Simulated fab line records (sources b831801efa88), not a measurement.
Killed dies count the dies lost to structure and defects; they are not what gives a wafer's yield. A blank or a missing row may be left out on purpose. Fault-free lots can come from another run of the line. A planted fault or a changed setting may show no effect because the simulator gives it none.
Which tool is to blame? -- flow sky130 -- 18 wafers from 6 lots sampled at 3 of the route's 708 steps

== WHAT EACH GAUGE READ, for each wafer ==
SKY_SD_P_TW_MEAS_11.
lot,measured,on,SD_P_TW
L715,day 27 10:16,film_metro-04,2872 2862 2870
L717,day 28 09:50,film_metro-04,2873 2881 2885
L719,day 29 10:10,film_metro-03,2847 2874 2843
L722,day 30 02:10,film_metro-03,2849 2854 2849
L727,day 31 16:19,film_metro-03,2878 2885 2883
L730,day 32 08:39,film_metro-01,2803 2807 2807

== WHICH TOOL RAN EACH LOT (tool, then ch and the chambers of the sampled wafers, then the start) ==
lot,SKY_LDD_LDN_IMPLANT_11,SKY_SD_P_STRIP_10
L715,"implanter-04 ch 0, day 24 20:50","plasma_asher-01 ch 0,1, day 27 10:09"
L717,"implanter-04 ch 0, day 25 20:07","plasma_asher-03 ch 0,1, day 28 09:44"
L719,"implanter-01 ch 0, day 26 20:43","plasma_asher-03 ch 0,1, day 29 10:04"
L722,"implanter-01 ch 0, day 27 14:53","plasma_asher-01 ch 1, day 30 02:04"
L727,"implanter-01 ch 0, day 29 03:04","plasma_asher-02 ch 0,1, day 31 16:13"
L730,"implanter-01 ch 0, day 29 22:05","plasma_asher-01 ch 0, day 32 08:32"
- SKY_LDD_LDN_IMPLANT_11
- SKY_SD_P_STRIP_10: strips in O2/N2.

== THE ANSWER, worked out from the rows above alone ==
Rule: the usual values come from the lots themselves. The widest of any qualifying gaps counts: lots, ordered by their means at a reading, are off when they make up no more than a third of the lots, leave a main group of 4 or more, and stand apart from it by 3 or more times the standard deviation of that group's means. Not used: any main group whose means are identical at the precision the tables above print for the reading. A lot without any number at a reading at which 4 lots or more have one is off too. All remaining lots with rows at the step are treated as sound.
Off: at SKY_SD_P_TW_MEAS_11 (SD_P_TW), L730. Main group: mean 2867, sd 13.
If a tool, at a process step before that reading, ran all the lots that are off and no sound lot after the first of them, it fits. Those tools and the gauges at SKY_SD_P_TW_MEAS_11 are tried in the same way. Can't be told from this: 3 tools fit, implanter-01 at SKY_LDD_LDN_IMPLANT_11, plasma_asher-01 at SKY_SD_P_STRIP_10, film_metro-01 at SKY_SD_P_TW_MEAS_11.

== WHAT THE SIMULATOR HAD PUT IN ==
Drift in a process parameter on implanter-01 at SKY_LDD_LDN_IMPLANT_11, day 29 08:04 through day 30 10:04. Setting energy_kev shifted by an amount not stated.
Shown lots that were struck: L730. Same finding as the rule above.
